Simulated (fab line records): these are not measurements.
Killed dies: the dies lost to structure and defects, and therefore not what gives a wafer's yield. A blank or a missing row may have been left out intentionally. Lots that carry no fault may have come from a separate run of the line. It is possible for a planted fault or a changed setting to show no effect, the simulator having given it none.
Comparing a struck lot with a sound one + flow sky130 + 35 steps out of a route of 708
Sound: wafers L485.1, L485.4, L485.5. Struck: wafer L499.2. (L499.3, L499.4 of the same lot were not struck and are left out.) The cause comes at the end.
Order at every step that has rows: each side's tool, ch and its chambers, its first start. Under that, the readings that differ: sound wafers + struck wafers + difference of the means + sigmas: that difference in standard deviations of wafers without a fault.
alike: readings with means less than 2 such deviations apart, plus words and numbers identical on both sides. not compared: withheld readings, readings lacking a value on some wafer, bounds such as >300 that could conceal the same value, and numbers that have no deviation in the record and whose values overlap.
The two part at a step that has a row with sigmas, a row that says differs or no value, or rows on one side only. Numbers that don't overlap but have no deviation are shown without sigmas and don't part them. Lack of a reading on every wafer of one side parts them only where that side has two or more wafers.

first, 9 steps without rows for these wafers: SKY_VIA2_SPUTTER_20 (material TiN, target thk 20 nm, time 80 s); SKY_VIA2_CVD_21 (deposits W, target thk 420 nm, time 126.4 s); SKY_VIA2_CMP_24 (polishes, stops on SiO2, t overpolish 20 s, target thk 0 nm); SKY_METAL3_SPUTTER_00 (material Ti, target thk 15 nm, time 10 s); SKY_METAL3_SPUTTER_01 (material TiN, target thk 20 nm, time 16.7 s); SKY_METAL3_SPUTTER_02 (material AlCu, target thk 735 nm, time 39.1 s); SKY_METAL3_SPUTTER_03 (material Ti, target thk 5 nm, time 3.3 s); SKY_METAL3_SPUTTER_04 (material TiN, target thk 70 nm, time 58.3 s); SKY_CAPM_CVD_00 (deposits SiO2, target thk 15.5 nm).
SKY_CAPM_SPUTTER_02: material TiN, target thk 200 nm, time 166.7 s.
  sound on pvd-sputter-01 at day 38 06:17; struck on pvd-sputter-02 at day 42 02:54
  alike: throttle-valve-pct
then, 24 steps without rows for these wafers: SKY_CAPM_DEHYDRATE_05 (time 60 s); SKY_CAPM_HMDS_06 (prime time 60 s); SKY_CAPM_COAT_07 (resist thk 1140 nm); SKY_CAPM_SOFTBAKE_08 (time 60 s); SKY_CAPM_EXPOSE_09 (exposes mask CAPM, target cd 1000 nm); SKY_CAPM_PEB_10; SKY_CAPM_DEVELOP_11 (develop time 60 s); SKY_CAPM_METAL_ETCH_13 (etches TiN in Cl2/BCl3, stops on SiO2, target depth 220 nm, time 62.9 s); SKY_CAPM_STRIP_14 (strips in O2/N2); SKY_CAPM_STRIP_15 (strips in post etch residue remover, time 1200 s); SKY_CAPM_CLEAN_16 (cleans in IPA, time 180 s); SKY_CAPM_CLEAN_17 (cleans in O3/DIW); SKY_METAL3_DEHYDRATE_05 (time 60 s); SKY_METAL3_HMDS_06 (prime time 60 s); SKY_METAL3_COAT_07 (resist thk 60 nm); SKY_METAL3_COAT_08 (resist thk 1140 nm); SKY_METAL3_SOFTBAKE_09 (time 90 s); SKY_METAL3_EXPOSE_10 (exposes mask MM3, target cd 300 nm); SKY_METAL3_PEB_11; SKY_METAL3_DEVELOP_12 (develop time 60 s); SKY_METAL3_DESCUM_15 (chemistry O2, time 8 s); SKY_METAL3_ETCH_16 (etches BARC in N2/H2, stops on SiO2, time 88.2 s, target depth 60 nm); SKY_METAL3_ETCH_17 (etches SiO2 in C4F8/O2/Ar, stops on TiN, time 3.9 s, target depth 15 nm); SKY_METAL3_METAL_ETCH_18 (etches the open film in Cl2/BCl3, stops on SiO2, target depth 845 nm, time 183.1 s).
-- the record jumps here: 8 days lie between the struck wafers' starts before and after (it left off in module METAL3 and takes up again in module PAD_OPEN, whose first step shown is number 708 of the route) --
SKY_PAD_OPEN_PROBE_99:
  sound on prober-02 at day 47 07:12; struck on prober-02 at day 50 04:03
| reading                               | sound              | struck | difference | sigmas      |
|---------------------------------------|--------------------|--------|------------|-------------|
| defect-limited-yield (%)              | 79.7 84.6 84.1     | 73.0   | -9.8       | -5          |
| killed-at-other                       | 0 0 0              | 48     | +48        | +99 or more |
| killed-dies                           | 100 76 78          | 133    | +48        | +5          |
| sort_bin_3_pad_short (%)              | 1.2 0.6 0.4        | 3.3    | +2.6       | +5          |
| sort_bin_5_function (%)               | 12.8 10.0 10.6     | 17.7   | +6.6       | +4          |
| sort-n-pass                           | 392 416 414        | 359    | -48        | -5          |
| sort-yield-pct (%)                    | 79.7 84.6 84.1     | 73.0   | -9.8       | -5          |
| model.etest.tester.sort-n-pass        | 392 416 414        | 359    | -48        |             |
| model.etest.tester.sort-yield-pct (%) | 79.67 84.55 84.15  | 72.97  | -9.82      |             |
| model.etest.tester.sort_bin_5_pct (%) | 12.8 9.959 10.57   | 17.68  | +6.57      |             |
| model.etest.tester.sort_bin_3_pct (%) | 1.22 0.6098 0.4065 | 3.252  | +2.507     |             |
  alike: killed_at_M0_to_M3, killed_at_M4_up, killed-at-contacts, killed-at-front-end, killed-open, killed-short, sort_bin_6_memory

## WHERE THEY PART
Within this record, at SKY_PAD_OPEN_PROBE_99 only.

WHY: what had been put in by the simulator
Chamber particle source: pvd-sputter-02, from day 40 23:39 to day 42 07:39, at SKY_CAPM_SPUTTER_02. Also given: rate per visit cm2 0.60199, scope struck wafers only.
